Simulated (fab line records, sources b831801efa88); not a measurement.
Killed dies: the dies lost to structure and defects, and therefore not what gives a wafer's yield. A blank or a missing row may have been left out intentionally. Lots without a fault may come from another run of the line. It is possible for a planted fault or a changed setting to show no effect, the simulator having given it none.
Which of the tools did it?    flow gf180mcu    38 wafers from 13 lots sampled at 4 of the route's 602 steps

## WHAT THE GAUGES READ, wafer by wafer
GF_M5_OVL_MEAS_08.
lot   measured      on          M5_OVL (nm)
L795  day 25 23:23  overlay-02  7 7 2
L796  day 26 23:46  overlay-02  3 -3 0
L797  day 27 13:57  overlay-02  -9 -10 -15
L803  day 29 04:52  overlay-02  13 9
L810  day 31 09:21  overlay-02  -3 -1 -9
L811  day 31 09:26  overlay-01  9 5 10
L812  day 31 11:18  overlay-01  2 -2 -2
L813  day 31 21:07  overlay-01  -3 -5 -3
L814  day 31 21:17  overlay-02  -1 4 -1
L815  day 31 22:36  overlay-01  -6 -11 -6
L816  day 32 01:44  overlay-02  -7 -3 -8
L817  day 32 02:16  overlay-01  -9 -6 -13
L818  day 32 23:11  overlay-02  -13 -11 -8

GF_V5_OVL_MEAS_15.
lot   measured      on          V5_OVL (nm)
L795  day 26 21:15  overlay-01  -6 -6 -5
L796  day 27 21:09  overlay-01  -3 5 5
L797  day 28 10:54  overlay-02  4 4 3
L803  day 30 01:48  overlay-02  -2 -9
L810  day 32 12:06  overlay-02  -10 -6 -4
L811  day 32 12:23  overlay-01  12 4 8
L812  day 32 15:48  overlay-01  0 -3 -3
L813  day 33 02:49  overlay-01  -3 -5 -2
L814  day 33 03:27  overlay-02  -4 2 -7
L815  day 33 04:38  overlay-02  6 3 -2
L816  day 33 05:20  overlay-01  -6 -3 -2
L817  day 33 06:02  overlay-02  -7 -8 -8
L818  day 33 21:39  overlay-01  -11 -13 -11

## WHICH TOOL RAN EACH LOT (tool, then ch and the chambers of the sampled wafers, then the start)
lot   GF_V5_CVD_02                     GF_V5_COAT_09
L795  pecvd-02 ch 0,1, day 26 00:13    litho-track-04 ch 0, day 26 10:00
L796  pecvd-01 ch 0,1,2, day 27 00:37  litho-track-02 ch 0, day 27 10:00
L797  pecvd-01 ch 0,1,2, day 27 14:47  litho-track-04 ch 0, day 28 00:00
L803  pecvd-04 ch 0,2, day 29 05:44    litho-track-02 ch 0, day 29 15:00
L810  pecvd-02 ch 0,1,2, day 31 10:11  litho-track-04 ch 0, day 32 08:00
L811  pecvd-04 ch 0,1,2, day 31 10:16  litho-track-01 ch 0, day 32 09:00
L812  pecvd-02 ch 0,2, day 31 12:08    litho-track-01 ch 0, day 32 11:00
L813  pecvd-02 ch 0,1,2, day 31 21:58  litho-track-04 ch 0, day 32 21:00
L814  pecvd-01 ch 0,1,2, day 31 22:07  litho-track-04 ch 0, day 32 22:00
L815  pecvd-02 ch 1,2, day 31 23:26    litho-track-01 ch 0, day 32 23:00
L816  pecvd-02 ch 1,2, day 32 02:35    litho-track-02 ch 0, day 33 00:00
L817  pecvd-01 ch 0,1,2, day 32 03:05  litho-track-01 ch 0, day 33 00:00
L818  pecvd-04 ch 0,2, day 33 00:04    litho-track-01 ch 0, day 33 12:00
- GF_V5_CVD_02: deposits SiO2 from TEOS, target thk 1450 nm, time 163.28 s.
- GF_V5_COAT_09: resist thk 1000 nm.

## WHAT THE TOOLS THEMSELVES READ (means of the sampled wafers that have a number; where no wafer has one, the mark that the record gives instead)
GF_V5_CVD_02.
lot   tool      heater-power-outer-w (W)  heater-power-w (W)
L795  pecvd-02  290                       512
L796  pecvd-01  347                       623
L797  pecvd-01  368                       638
L803  pecvd-04  326                       632
L810  pecvd-02  364                       635
L811  pecvd-04  398                       692
L812  pecvd-02  350                       625
L813  pecvd-02  308                       568
L814  pecvd-01  319                       586
L815  pecvd-02  322                       580
L816  pecvd-02  336                       619
L817  pecvd-01  323                       599
L818  pecvd-04  393                       723

GF_V5_COAT_09.
lot   tool            resist-line-temp-C (C)
L795  litho-track-04  23.08
L796  litho-track-02  23.06
L797  litho-track-04  23.06
L803  litho-track-02  23.05
L810  litho-track-04  22.92
L811  litho-track-01  23.01
L812  litho-track-01  23.10
L813  litho-track-04  23.12
L814  litho-track-04  22.96
L815  litho-track-01  23.00
L816  litho-track-02  23.07
L817  litho-track-01  22.92
L818  litho-track-01  23.02

## THE ANSWER, worked out from the rows above alone
Rule: the lots themselves supply what counts as usual. The widest of any qualifying gaps counts: lots, ordered by their means at a reading, are off when they make up no more than a third of the lots, leave a main group of 4 or more, and stand apart from it by 3 or more times the standard deviation of that group's means. The tables above print the reading to a certain number of digits; a main group whose means all agree to those digits is not used. A lot without any number at a reading at which 4 lots or more have one is off too. All remaining lots with rows at the step are treated as sound. Order of review: gauges by route order, followed by the tools' own readings, for which a lot's mean as printed above is used. The first step at which some lot is off is used, and at that step the reading that is off furthest; a lot without a number counts as furthest.
No lot is off on any of the readings shown, so nothing can be concluded from this.

## WHAT THE SIMULATOR HAD INSERTED
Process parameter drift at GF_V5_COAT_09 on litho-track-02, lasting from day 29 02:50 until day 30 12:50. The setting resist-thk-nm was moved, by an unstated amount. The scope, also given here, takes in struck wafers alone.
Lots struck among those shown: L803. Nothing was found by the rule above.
